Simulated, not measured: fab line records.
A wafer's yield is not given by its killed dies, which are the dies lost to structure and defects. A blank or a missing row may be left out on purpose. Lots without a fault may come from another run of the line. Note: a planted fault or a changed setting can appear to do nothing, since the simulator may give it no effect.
fab line records	flow sky130
[record] lots = 5	wafers = 15	last_day = 49
route steps=708 shown CAPM@541 METAL3@555 VIA3@573 PAD_OPEN@708
lots with no fault: from the same line, run without faults
start_h: start of the lot's first displayed wafer, in hours after the record's first day	wait_h: time in hours since the lot's previous step	" unchanged from the row above	L1.1+2: a single row standing in for several wafers	- no value, or no start was given	* or withheld: withheld	< > ~ a bound
route shown NAME@n: names a module that has steps shown in the file, with the first one's number in the route	usual: mean/standard deviation taken from wafers without a fault	same: alike in all rows	chamber/n: place in a boat	sites: each site's reading	_std_site: the standard deviation of these	_edge_site: the outer-site mean with the inner-site mean subtracted	radius_mm: how far each site lies from the wafer's centre	mask NAME#n: copy n	behind: the last tool/chamber to shape the wafer	hold: why the lot went on hold/how many hours it stayed there/how the hold came to an end	device: whichever transistor did not switch (one of n, p or np)	end of line: the route-end tests of the same wafers	a step with no rows: only its recipe	killed: dies that structure and defects cost at the first sort, which is not the same as the wafer's yield	map: a wafer's dies, x killed, . not, _ none there
set.NAME: the setting that was run; set.NAME@STEP: the one run at that earlier step	model.NAME: the simulator's own value behind a step, which no gauge read
lots at selected steps of the route; one table per step, one row per wafer
services: a tool's chamber out of use, with start hour (start_h, from the record's first day; less than 0 if before it), hours out, and reason
[[steps]]
[step SKY_CAPM_THK_MEAS_04]
[recipe] thk_meas_gauge = xrf	reads = TiN_of_CAPM_SPUTTER_02
[usual] CAPM_TIN_THK = 198.8/2.4
lot.wafer	tool	chamber	start_h	wait_h	CAPM_TIN_THK[nm]
L938.2	film_metro-04	-	870.59	0.1	200.2
L938.3	"	-	"	"	202.2
L938.4	"	-	"	"	202.4
L940.1	film_metro-02	-	874.18	0.1	196.0
L940.3	"	-	"	"	198.4
L940.6	"	-	"	"	198.8
L944.1	film_metro-02	-	906.01	0.1	197.0
L944.3	"	-	"	"	196.9
L944.6	"	-	"	"	196.3
L946.1	film_metro-02	-	923.50	0.1	196.6
L946.3	"	-	"	"	197.1
L946.5	"	-	"	"	197.5
L954.3	film_metro-04	-	982.36	0.1	201.6
L954.4	"	-	"	"	200.5
L954.5	"	-	"	"	200.8
[step SKY_CAPM_DEHYDRATE_05]
[recipe] temp_c = 200	time_s = 60
[step SKY_CAPM_HMDS_06]
[recipe] prime_time_s = 60	prime_temp_c = 120
[step SKY_CAPM_COAT_07]
[recipe] resist = NOVOLAK	spin_rpm = 3000	resist_thk_nm = 1140
[step SKY_CAPM_SOFTBAKE_08]
[recipe] temp_c = 90	time_s = 60	resist = NOVOLAK
[step SKY_CAPM_EXPOSE_09]
[recipe] mask_id = CAPM	na = 0.6	source_shape = conventional	sigma_outer = 0.6	polarization = unpolarized	target_cd_nm = 1000	dose_mj = 159
[step SKY_CAPM_PEB_10]
[recipe] temp_c = withheld	time_s = *	resist = NOVOLAK
[step SKY_CAPM_DEVELOP_11]
[recipe] resist = NOVOLAK	developer = TMAH	develop_time_s = 60	dev_temp_c = 23
[step SKY_CAPM_OVL_MEAS_12]
[usual] CAPM_OVL = 0.5/1.7
lot.wafer	tool	chamber	start_h	wait_h	CAPM_OVL[nm]
L938.2	overlay-02	-	896.23	0.1	-0.3
L938.3	"	-	"	"	-1.0
L938.4	"	-	"	"	-0.9
L940.1	overlay-02	-	899.36	0.1	0.1
L940.3	"	-	"	"	-0.4
L940.6	"	-	"	"	-0.1
L944.1	overlay-01	-	930.96	0.1	3.2
L944.3	"	-	"	"	2.6
L944.6	"	-	"	"	2.4
L946.1	overlay-02	-	948.11	0.1	-0.8
L946.3	"	-	"	"	-1.4
L946.5	"	-	"	"	0.3
L954.3	overlay-01	-	1006.72	0.1	2.0
L954.4	"	-	"	"	-0.3
L954.5	"	-	"	"	1.4
[step SKY_CAPM_METAL_ETCH_13]
[recipe] target_depth_nm = 220	stop_on = SiO2	chemistry = Cl2/BCl3	target = TiN	pressure_mtorr = 10	icp_w = 900	bias_w = 48.5	Cl2_flow_sccm = 60	bcl3_flow_sccm = 30	time_s = 62.9
[usual] bcl3_flow_sccm = 30.00/0.083	drypump_motor_current_A = 5.5/0.48	mfc_cl2_sccm = 60.01/0.17	oes_product_au = 0.942/0.0074	throttle_valve_pct = 21.901/0.0097
lot.wafer	tool	chamber	start_h	wait_h	bcl3_flow_sccm	drypump_motor_current_A	mfc_cl2_sccm	oes_product_au	rf_hours_counter_h	throttle_valve_pct
L938.2	rie_metal-04	0	896.26	0.0	30.02	6.3	60.27	0.946	11	21.904
L938.3	"	1	"	"	30.05	5.3	60.07	0.944	-	21.899
L938.4	"	0	"	"	29.98	6.3	59.85	0.952	-	21.897
L940.1	rie_metal-01	1	899.39	0.0	29.97	4.9	60.31	0.930	10	21.895
L940.3	"	0	"	"	29.97	5.9	60.08	0.943	-	21.903
L940.6	"	1	"	"	30.11	4.9	60.55	0.941	-	21.895
L944.1	rie_metal-01	1	930.99	0.0	30.08	4.9	60.04	0.943	11	21.897
L944.3	"	0	"	"	30.08	5.9	59.75	0.939	-	21.909
L944.6	"	0	"	"	30.01	5.9	59.70	0.931	-	21.903
L946.1	rie_metal-01	0	948.14	0.0	29.95	5.9	60.10	0.928	2	21.894
L946.3	"	1	"	"	30.08	4.9	59.72	0.937	-	21.897
L946.5	"	0	"	"	30.03	5.9	59.85	0.941	-	21.905
L954.3	rie_metal-04	0	1006.77	0.0	29.90	6.3	59.75	0.947	-	21.889
L954.4	"	1	"	"	29.98	5.3	60.00	0.941	-	21.899
L954.5	"	0	"	"	29.97	6.3	60.11	0.942	-	21.910
[step SKY_CAPM_STRIP_14]
[recipe] chemistry = O2/N2	power_w = 1400	pressure_mtorr = 1500	platen_temp_c = withheld	o2_flow_sccm = 3000	n2_flow_sccm = 300	overash_fraction = 0.5
[usual] drypump_motor_current_A = 5.6/0.4	oes_product_au = 0.710/0.0048	strip_time_to_endpoint_s = 12.67/0.054
lot.wafer	tool	chamber	start_h	wait_h	drypump_motor_current_A	oes_product_au	rf_hours_counter_h	strip_time_to_endpoint_s
L938.2	plasma_asher-04	0	896.34	0.1	5.8	0.712	16	12.63
L938.3	"	1	"	"	5.1	0.715	-	12.58
L938.4	"	0	"	"	5.7	0.715	-	12.63
L940.1	plasma_asher-01	0	899.47	0.1	5.3	0.704	46	12.67
L940.3	"	0	"	"	5.3	0.709	-	12.68
L940.6	"	1	"	"	6.3	0.719	-	12.60
L944.1	plasma_asher-04	0	931.07	0.1	5.8	0.701	20	12.70
L944.3	"	0	"	"	5.8	0.704	-	12.74
L944.6	"	0	"	"	5.8	0.713	-	12.71
L946.1	plasma_asher-01	0	948.22	0.1	5.3	0.715	51	12.65
L946.3	"	0	"	"	5.3	0.717	-	12.64
L946.5	"	1	"	"	6.3	0.709	-	12.65
L954.3	plasma_asher-02	0	1006.85	0.1	5.9	0.709	-	12.71
L954.4	"	1	"	"	5.4	0.710	-	12.66
L954.5	"	0	"	"	5.9	0.710	-	12.72
[step SKY_CAPM_STRIP_15]
[recipe] chemistry = post_etch_residue_remover	time_s = 1200	temp_c = 72.5
[step SKY_CAPM_CLEAN_16]
[recipe] chemistry = IPA	time_s = 180	temp_c = 25
lot.wafer	tool	chamber	start_h	wait_h
L938.2+3+4	wet_bench-04	0	896.78	0.0
L940.1+3+6	wet_bench-04	0	899.91	0.0
L944.1+3+6	wet_bench-03	1	931.51	0.0
L946.1+3+5	wet_bench-04	0	948.66	0.0
L954.3+4+5	wet_bench-03	3	1007.26	0.0
[step SKY_CAPM_CLEAN_17]
[recipe] chemistry = O3/DIW	dry = n2_spin
[step SKY_METAL3_DEHYDRATE_05]
[recipe] temp_c = 200	time_s = 60
[step SKY_METAL3_HMDS_06]
[recipe] prime_time_s = 60	prime_temp_c = 120
[step SKY_METAL3_COAT_07]
[recipe] resist = BARC	temp_c = withheld	time_s = withheld	spin_rpm = 3000	resist_thk_nm = 60
[step SKY_METAL3_COAT_08]
[recipe] resist = KrF-thick	spin_rpm = 3000	resist_thk_nm = 1140
[step SKY_METAL3_SOFTBAKE_09]
[recipe] temp_c = 100	time_s = 90	resist = KrF-thick
[step SKY_METAL3_EXPOSE_10]
[recipe] mask_id = MM3	na = 0.68	source_shape = annular	sigma_inner = 0.4	sigma_outer = 0.8	target_cd_nm = 300	dose_mj = 28
[step SKY_METAL3_PEB_11]
[recipe] peb_temp_c = withheld	peb_time_s = withheld	resist = KrF-thick
[step SKY_METAL3_DEVELOP_12]
[recipe] develop_time_s = 60	resist = KrF-thick	dev_temp_c = 21
[step SKY_METAL3_CD_MEAS_13]
[recipe] target_cd_nm = 300
[usual] cd_nm = 300.0/1.5
lot.wafer	tool	chamber	start_h	wait_h	cd_nm
L938.2	cd_sem-01	-	921.90	-	300.5
L938.3	"	-	"	"	299.8
L938.4	"	-	"	"	299.9
L940.1	cd_sem-01	-	924.84	-	302.2
L940.3	"	-	"	"	302.1
L940.6	"	-	"	"	301.0
L944.1	cd_sem-02	-	956.21	-	300.1
L944.3	"	-	"	"	299.3
L944.6	"	-	"	"	298.9
L946.1	cd_sem-02	-	971.99	-	301.3
L946.3	"	-	"	"	301.0
L946.5	"	-	"	"	301.5
L954.3	cd_sem-01	-	1030.12	-	299.4
L954.4	"	-	"	"	299.6
L954.5	"	-	"	"	299.3
[step SKY_METAL3_OVL_MEAS_14]
[usual] METAL3_OVL = -2/5.4
lot.wafer	tool	chamber	start_h	wait_h	METAL3_OVL[nm]
L938.2	overlay-01	-	922.00	0.1	-8
L938.3	"	-	"	"	-8
L938.4	"	-	"	"	-3
L940.1	overlay-01	-	924.96	0.1	-6
L940.3	"	-	"	"	4
L940.6	"	-	"	"	5
L944.1	overlay-02	-	956.33	0.1	4
L944.3	"	-	"	"	0
L944.6	"	-	"	"	6
L946.1	overlay-01	-	972.11	0.1	0
L946.3	"	-	"	"	-3
L946.5	"	-	"	"	0
L954.3	overlay-01	-	1030.21	0.1	-2
L954.4	"	-	"	"	-5
L954.5	"	-	"	"	0
[step SKY_METAL3_DESCUM_15]
[recipe] chemistry = O2	source_power_w = 150	bias_power_w = 0	pressure_mtorr = 10	temp_c = 40	time_s = 8
[usual] drypump_motor_current_A = 5.5/0.53	oes_product_au = 0.998/0.0089
lot.wafer	tool	chamber	start_h	wait_h	drypump_motor_current_A	oes_product_au	rf_hours_counter_h
L938.2	rie_metal-02	1	922.03	0.0	5.1	0.993	9
L938.3	"	1	"	"	5.1	0.995	-
L938.4	"	0	"	"	5.7	1.004	-
L940.1	rie_metal-02	1	924.99	0.0	5.1	0.988	9
L940.3	"	0	"	"	5.7	0.991	-
L940.6	"	0	"	"	5.7	0.990	-
L944.1	rie_metal-02	1	956.36	0.0	5.1	0.995	11
L944.3	"	1	"	"	5.1	0.992	-
L944.6	"	0	"	"	5.7	0.999	-
L946.1	rie_metal-01	1	972.14	0.0	4.9	1.009	13
L946.3	"	0	"	"	5.9	0.991	-
L946.5	"	0	"	"	5.9	0.998	-
L954.3	rie_metal-01	0	1030.24	0.0	5.9	0.989	-
L954.4	"	1	"	"	4.9	1.006	-
L954.5	"	1	"	"	4.9	1.007	-
[step SKY_METAL3_ETCH_16]
[recipe] chemistry = N2/H2	target = BARC	ion_energy_ev = 200	bias_w = 100	pressure_mtorr = 30	n2_flow_sccm = 100	h2_flow_sccm = 200	icp_w = 500	stop_on = SiO2	time_s = 88.2	target_depth_a = 600
[step SKY_METAL3_ETCH_17]
[recipe] target = SiO2	stop_on = TiN	chemistry = C4F8/O2/Ar	source_w = 1500	bias_w = 1200	pressure_mtorr = 40	c4f8_flow_sccm = withheld	O2_flow_sccm = 6	Ar_flow_sccm = 300	time_s = 3.9	target_depth_a = 150
[usual] oes_product_au = 0.754/0.0066
lot.wafer	tool	chamber	start_h	wait_h	oes_product_au	rf_hours_counter_h
L938.2	rie_diel-04	1	922.16	0.1	0.758	19
L938.3	"	2	"	"	0.744	7
L938.4	"	3	"	"	0.757	4
L940.1	rie_diel-02	1	925.12	0.1	0.757	13
L940.3	"	2	"	"	0.752	9
L940.6	"	0	"	"	0.761	-
L944.1	rie_diel-02	3	956.49	0.1	0.744	15
L944.3	"	2	"	"	0.751	10
L944.6	"	2	"	"	0.752	-
L946.1	rie_diel-03	2	972.27	0.1	0.757	16
L946.3	"	0	"	"	0.761	11
L946.5	"	1	"	"	0.763	-
L954.3	rie_diel-02	0	1030.36	0.0	0.742	14
L954.4	"	3	"	"	0.754	17
L954.5	"	0	"	"	0.748	-
[step SKY_METAL3_METAL_ETCH_18]
[recipe] target_depth_a = 8450	stop_on = SiO2	over_etch_frac = 0.3	time_s = 183.1	chemistry = Cl2/BCl3	resist_sidewall_deg = 88	pressure_mtorr = 10	icp_w = 900	bias_w = 48.5	Cl2_flow_sccm = 60	bcl3_flow_sccm = 30
[usual] bcl3_flow_sccm = 30.00/0.085	drypump_motor_current_A = 5.7/0.61	mfc_cl2_sccm = 60.01/0.19	oes_product_au = 0.865/0.0069	throttle_valve_pct = 22.263/0.0088
lot.wafer	tool	chamber	start_h	wait_h	bcl3_flow_sccm	drypump_motor_current_A	mfc_cl2_sccm	oes_product_au	rf_hours_counter_h	throttle_valve_pct
L938.2	rie_metal-03	0	922.18	0.0	29.98	6.8	60.01	0.854	14	22.259
L938.3	"	1	"	"	30.03	5.4	59.77	0.857	-	22.264
L938.4	"	0	"	"	30.04	6.8	60.05	0.859	-	22.263
L940.1	rie_metal-03	1	925.14	0.0	29.99	5.5	59.89	0.868	4	22.275
L940.3	"	1	"	"	29.95	5.5	60.18	0.860	-	22.266
L940.6	"	0	"	"	29.97	6.8	59.92	0.874	-	22.267
L944.1	rie_metal-03	1	956.51	0.0	29.95	5.4	60.17	0.864	6	22.274
L944.3	"	0	"	"	30.09	6.8	59.96	0.871	-	22.249
L944.6	"	0	"	"	30.05	6.8	60.15	0.860	-	22.267
L946.1	rie_metal-02	1	972.29	0.0	29.98	5.1	60.36	0.864	12	22.253
L946.3	"	0	"	"	30.12	5.7	60.08	0.865	-	22.265
L946.5	"	0	"	"	29.92	5.7	59.83	0.869	-	22.260
L954.3	rie_metal-03	0	1030.44	0.1	30.11	6.8	60.45	0.865	-	22.262
L954.4	"	1	"	"	30.13	5.5	60.03	0.860	-	22.258
L954.5	"	0	"	"	30.11	6.8	60.28	0.868	-	22.273
[step SKY_METAL3_STRIP_19]
[recipe] chemistry = O2/N2	power_w = 1400	pressure_mtorr = 1500	platen_temp_c = withheld	o2_flow_sccm = 3000	n2_flow_sccm = 300	overash_fraction = 0.5
[step SKY_METAL3_STRIP_20]
[recipe] chemistry = post_etch_residue_remover	time_s = 1200	temp_c = 72.5
[step SKY_METAL3_CLEAN_21]
[recipe] chemistry = IPA	time_s = 180	temp_c = 25
[step SKY_METAL3_CLEAN_22]
[recipe] chemistry = O3/DIW	dry = n2_spin
[step SKY_VIA3_HDPCVD_00]
[recipe] material = SiO2	target_thk_nm = 1635	sigma_open_frac = 0.3	time_s = 272.5	temp_c = 400	sih4_flow_sccm = 60	pressure_mtorr = 6
[step SKY_VIA3_THK_MEAS_01]
[recipe] reads = SiO2_of_VIA3_HDPCVD_00
[usual] VIA3_HDPCVD_THK = 1645/19
lot.wafer	tool	chamber	start_h	wait_h	VIA3_HDPCVD_THK[nm]
L938.2	film_metro-01	-	923.16	0.1	1667
L938.3	"	-	"	"	1643
L938.4	"	-	"	"	1659
L940.1	film_metro-01	-	926.09	0.1	1641
L940.3	"	-	"	"	1641
L940.6	"	-	"	"	1646
L944.1	film_metro-03	-	957.45	0.1	1675
L944.3	"	-	"	"	1665
L944.6	"	-	"	"	1636
L946.1	film_metro-03	-	973.23	0.1	1650
L946.3	"	-	"	"	1632
L946.5	"	-	"	"	1642
L954.3	film_metro-03	-	1031.42	0.1	1653
L954.4	"	-	"	"	1628
L954.5	"	-	"	"	1657
[step SKY_VIA3_CMP_02]
[recipe] material = SiO2	down_force_psi = 4	platen_rpm = 60	pad_velocity_m_s = 0.94248
[step SKY_VIA3_BOW_MEAS_03]
[recipe] mode = bow
[usual] VIA3_BOW = 77/8.3
lot.wafer	tool	chamber	start_h	wait_h	VIA3_BOW[um]
L938.2	film_metro-02	-	923.58	0.3	88
L938.3	"	-	"	"	81
L938.4	"	-	"	"	79
L940.1	film_metro-02	-	926.48	0.2	75
L940.3	"	-	"	"	82
L940.6	"	-	"	"	85
L944.1	film_metro-02	-	957.81	0.1	76
L944.3	"	-	"	"	78
L944.6	"	-	"	"	77
L946.1	film_metro-01	-	973.59	0.2	82
L946.3	"	-	"	"	82
L946.5	"	-	"	"	78
L954.3	film_metro-03	-	1031.80	0.2	94
L954.4	"	-	"	"	87
L954.5	"	-	"	"	84
[step SKY_VIA3_DEHYDRATE_04]
[recipe] temp_c = 200	time_s = 60
[step SKY_VIA3_HMDS_05]
[recipe] prime_time_s = 60	prime_temp_c = 120
[step SKY_VIA3_COAT_06]
[recipe] resist = BARC	temp_c = withheld	time_s = withheld	spin_rpm = 3000	resist_thk_nm = 60
[step SKY_VIA3_COAT_07]
[recipe] resist = KrF-thick	spin_rpm = 3000	resist_thk_nm = 450
[step SKY_VIA3_SOFTBAKE_08]
[recipe] temp_c = 100	time_s = 90	resist = KrF-thick
[step SKY_VIA3_EXPOSE_09]
[recipe] mask_id = VIM3	na = 0.8	source_shape = annular	sigma_inner = 0.55	sigma_outer = 0.85	target_cd_nm = 200	dose_mj = 38
[step SKY_PAD_OPEN_PROBE_99]
[usual] defect_limited_yield = 82.1/1.9	killed_at_M0_to_M3 = 44/7.3	killed_at_M4_up = 3.5/1.8	killed_at_contacts = 24/5.8	killed_at_front_end = 16/4.3	killed_at_other = 0.5/0.68	killed_dies = 88/9.4	killed_open = 48/6.8	killed_short = 40/6.1	sort_bin_3_pad_short = 0.9/0.39	sort_bin_5_function = 10.5/1.4	sort_bin_6_memory = 6.4/1.1	sort_n_pass = 404/9.4	sort_yield_pct = 82.1/1.9
[same] gross_dies = 492	killed_at_back_side = 0	sort_bin_4_leakage[%] = 0	sort_bin_8_speed[%] = 0
lot.wafer	tool	chamber	start_h	wait_h	defect_limited_yield[%]	killed_at_M0_to_M3	killed_at_M4_up	killed_at_contacts	killed_at_front_end	killed_at_other	killed_dies	killed_open	killed_short	sort_bin_3_pad_short[%]	sort_bin_5_function[%]	sort_bin_6_memory[%]	sort_n_pass	sort_yield_pct[%]	model.etest.tester.sort_n_pass	model.etest.tester.sort_yield_pct	model.etest.tester.sort_bin_5_pct	model.etest.tester.sort_bin_3_pct
L938.2	prober-02	-	1093.88	0.1	82.3	43	5	26	13	0	87	45	41	0.6	11.0	6.1	405	82.3	405	82.32	10.98	0.6098
L938.3	prober-02	-	1093.93	0.2	83.5	41	3	23	14	0	81	48	32	0.6	9.1	6.7	411	83.5	411	83.54	9.146	0.6098
L938.4	prober-02	-	1093.98	0.2	83.1	40	3	22	18	0	83	44	39	1.0	10.6	5.3	409	83.1	409	83.13	10.57	1.016
L940.3	prober-01	-	1095.43	0.2	84.1	38	7	16	17	0	78	37	40	0.6	8.3	6.9	414	84.1	414	84.15	8.333	0.6098
L940.6	prober-01	-	1095.58	0.2	83.7	52	2	19	7	0	80	50	30	0.6	10.0	5.7	412	83.7	412	83.74	9.959	0.6098
L944.1	prober-01	-	1121.86	0.1	82.1	46	4	18	19	1	88	42	45	0.6	10.8	6.5	404	82.1	404	82.11	10.77	0.6098
L944.3	prober-01	-	1121.96	0.2	80.7	58	3	16	18	0	95	54	40	1.4	10.6	7.3	397	80.7	397	80.69	10.57	1.423
L944.6	prober-01	-	1122.11	0.2	81.3	42	2	24	22	2	92	46	42	0.6	11.4	6.7	400	81.3	400	81.3	11.38	0.6098
L946.1	prober-01	-	1133.87	0.1	80.5	53	0	28	14	1	96	53	42	0.6	11.2	7.7	396	80.5	396	80.49	11.18	0.6098
L946.3	prober-01	-	1133.97	0.2	80.3	47	3	30	17	0	97	59	38	1.0	10.6	8.1	395	80.3	395	80.28	10.57	1.016
L946.5	prober-01	-	1134.07	0.2	78.5	68	3	16	19	0	106	58	46	1.4	12.8	7.3	386	78.5	386	78.46	12.8	1.423
L954.3	prober-02	-	1181.33	0.2	66.5	46	4	28	14	73	165	55	36	6.5	18.1	8.9	327	66.5	327	66.46	18.09	6.504
L954.4	prober-02	-	1181.38	0.2	70.3	48	3	16	10	69	146	39	37	5.3	17.9	6.5	346	70.3	346	70.33	17.89	5.285
L954.5	prober-02	-	1181.43	0.2	74.2	22	2	16	16	71	127	26	27	4.7	14.8	6.3	365	74.2	365	74.19	14.84	4.675
// killed by level:class
L938.2 VIA1:geometric_particle:open=12 VIA3:geometric_particle:open=11 CONTACT:geometric_particle:short=10 LI_CONTACT:geometric_particle:open=5 CONTACT:geometric_particle:open=5 METAL4:geometric_particle:short=5 METAL1:geometric_particle:short=4 VIA2:geometric_particle:short=4
L938.3 CONTACT:geometric_particle:open=10 VIA1:geometric_particle:open=10 VIA1:geometric_particle:short=6 VIA2:geometric_particle:open=6 FIELD_ISO:geometric_particle:open=5 LOCAL_INTERCONNECT:geometric_particle:short=5 VIA3:geometric_particle:open=5 LI_CONTACT:geometric_particle:open=4
L938.4 LI_CONTACT:geometric_particle:open=8 CONTACT:geometric_particle:open=8 METAL2:geometric_particle:short=7 VIA2:geometric_particle:open=7 POLY_GATE:geometric_particle:short=6 VIA1:geometric_particle:open=6 POLY_GATE:geometric_particle:open=5 VIA1:geometric_particle:short=4
L940.3 METAL2:geometric_particle:short=9 VIA1:geometric_particle:open=8 VIA3:geometric_particle:open=6 FIELD_ISO:geometric_particle:open=5 POLY_GATE:geometric_particle:short=5 LI_CONTACT:geometric_particle:open=5 VIA1:geometric_particle:short=5 POLY_GATE:geometric_particle:open=4
L940.6 VIA2:geometric_particle:open=12 VIA1:geometric_particle:open=11 METAL1:geometric_particle:short=8 CONTACT:geometric_particle:open=7 LI_CONTACT:geometric_particle:open=6 VIA1:geometric_particle:short=4 CONTACT:geometric_particle:short=4 VIA3:geometric_particle:open=4
L944.1 VIA1:geometric_particle:open=13 POLY_GATE:geometric_particle:short=8 METAL3:geometric_particle:short=7 VIA3:geometric_particle:open=7 METAL1:geometric_particle:short=6 LI_CONTACT:geometric_particle:open=6 LOCAL_INTERCONNECT:geometric_particle:short=5 POLY_GATE:geometric_particle:open=4
L944.3 VIA1:geometric_particle:open=15 METAL1:geometric_particle:short=9 LI_CONTACT:geometric_particle:open=7 VIA2:geometric_particle:open=6 CONTACT:geometric_particle:open=6 VIA3:geometric_particle:open=6 POLY_GATE:geometric_particle:open=5 VIA1:geometric_particle:short=5
L944.6 LI_CONTACT:geometric_particle:open=7 VIA1:geometric_particle:short=7 VIA2:geometric_particle:open=7 CONTACT:geometric_particle:open=6 VIA3:geometric_particle:open=6 FIELD_ISO:geometric_particle:open=5 POLY_GATE:geometric_particle:short=5 CONTACT:geometric_particle:short=5
L946.1 VIA3:geometric_particle:open=14 CONTACT:geometric_particle:open=11 VIA1:geometric_particle:open=8 METAL2:geometric_particle:short=8 LI_CONTACT:geometric_particle:open=7 CONTACT:geometric_particle:short=6 VIA1:geometric_particle:short=5 VIA2:geometric_particle:short=5
L946.3 VIA1:geometric_particle:open=13 VIA3:geometric_particle:open=12 LI_CONTACT:geometric_particle:open=11 VIA2:geometric_particle:open=9 FIELD_ISO:geometric_particle:short=8 CONTACT:geometric_particle:open=8 LI_CONTACT:geometric_particle:short=4 CONTACT:geometric_particle:short=4
L946.5 VIA3:geometric_particle:open=14 VIA1:geometric_particle:open=13 VIA2:geometric_particle:open=12 FIELD_ISO:geometric_particle:short=6 FIELD_ISO:geometric_particle:open=6 VIA1:geometric_particle:short=6 VIA3:geometric_particle:short=6 LI_CONTACT:geometric_particle:open=5
L954.3 CAPM:unspecified=73 VIA1:geometric_particle:open=19 CONTACT:geometric_particle:open=10 VIA3:geometric_particle:open=6 LI_CONTACT:geometric_particle:open=6 CONTACT:geometric_particle:short=6 VIA2:geometric_particle:open=6 METAL2:geometric_particle:short=5
L954.4 CAPM:unspecified=68 VIA1:geometric_particle:open=10 VIA2:geometric_particle:open=7 METAL1:geometric_particle:short=7 CONTACT:geometric_particle:open=6 METAL2:geometric_particle:short=6 LI_CONTACT:geometric_particle:open=5 VIA1:geometric_particle:short=4
L954.5 CAPM:unspecified=70 VIA1:geometric_particle:open=5 LOCAL_INTERCONNECT:geometric_particle:short=5 VIA1:geometric_particle:short=5 POLY_GATE:geometric_particle:short=4 LI_CONTACT:geometric_particle:open=4 POLY_GATE:geometric_particle:open=3 CONTACT:geometric_particle:open=3
// map L954.3 (x killed, . not)
__________xx....xx.._________
________.........x..x._______
______........x.x.....x._____
_____....................____
____.................x....___
___...........x.x.......xxx__
__...x........x.....x..xx..._
_...........x........xx...xx.
_...xx.............x...xxx...
_..xx...............x........
_....x.......x...xxxx.x.xx.x.
_...........x..xxxxxxxxx....x
_....x........xxxxxxxxxxx..x.
_...x..xx.xxxxxxxxxxxxxx.xxx.
_.....x....xx.xxxxxxxxxxx.x..
__.xx..x..xx.xxxxxxxxxxx..xx_
___.x..x.......xxxxxxxxxx.x__
____..x.xxx..x.xxxxxxxx...___
_____.xx..x..x.x.....x...____
______x......x......xx.._____
________x...x.x......._______
__________.xx.xxx..._________
// map L944.3 (x killed, . not)
__________..x....x.._________
________.x.x...x...x.._______
______...xxx....x......._____
_____..x...xx............____
____x..x.x........x.......___
___.....x....xx...........x__
__...x..x..........x.x...x.._
_.........x.xx...x.....xx..x.
_............x.xxxxx........x
_.........x..xxx..xx.x....x..
_...xx......x....x...........
_...x..x.....x...x...........
_.x.x......................x.
_x..x......x...xxx.x..x......
_xx....x.......x......x...x.x
__.x..xx............x...x..._
___............x........x.x__
____......x..xx..x........___
_____..............x.x...____
______...........xx....._____
________..xx....x.x..._______
__________.x........_________
[[services]]
tool	chamber	start_h	hours	kind
rie_diel-02	-	874.98	0.5	repair
rie_diel-03	1	886.51	6.2	repair
rie_diel-03	2	897.97	2.9	repair
rie_metal-04	-	904.66	0.3	repair
rie_metal-01	-	910.34	0.9	repair
plasma_asher-02	-	917.20	0.4	repair
rie_diel-03	-	931.91	0.8	repair
rie_diel-02	-	932.82	14.6	pm
rie_metal-01	1	936.75	1.5	repair
plasma_asher-04	-	939.07	6.7	pm
rie_metal-04	0	948.33	18.1	repair
plasma_asher-01	-	949.66	28.1	pm
plasma_asher-01	-	977.76	2.8	pm
plasma_asher-02	-	988.31	2.2	repair
plasma_asher-02	-	988.39	0.8	repair
rie_metal-03	-	995.05	15.6	pm
rie_metal-01	1	995.34	4.5	repair
rie_diel-02	1	1007.21	2.4	repair
wet_bench-03	-	1010.39	0.7	repair
rie_metal-02	0	1014.23	-	clean
rie_metal-02	0	1014.23	21.5	scheduled_down
rie_metal-02	0	1014.23	21.5	vent_cycle
rie_diel-02	0	1017.41	1.6	repair
rie_diel-02	-	1019.78	1.1	repair
[[key]]
[first_sign] step = SKY_PAD_OPEN_PROBE_99	reading = killed_at_other	direction = up	sigmas = 71	usual = 0.5	struck = 71
[effect] step = SKY_PAD_OPEN_PROBE_99	reading = sort_bin_3_pad_short	direction = up	sigmas = 12	usual = 0.9	struck = 5.5
[model_effect] step = SKY_PAD_OPEN_PROBE_99	value = etest.tester.sort_n_pass	without = 410.3	struck = 346
met_at SKY_CAPM_CLEAN_16
struck_wafers L954.3,L954.4,L954.5
also_fits time
[fault] kind = chamber_particle_source	tool = wet_bench-03	chamber = 3	onset_h = 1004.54	steps = SKY_CAPM_CLEAN_16	rate_per_visit_cm2 = 2.0156	end_h = 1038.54
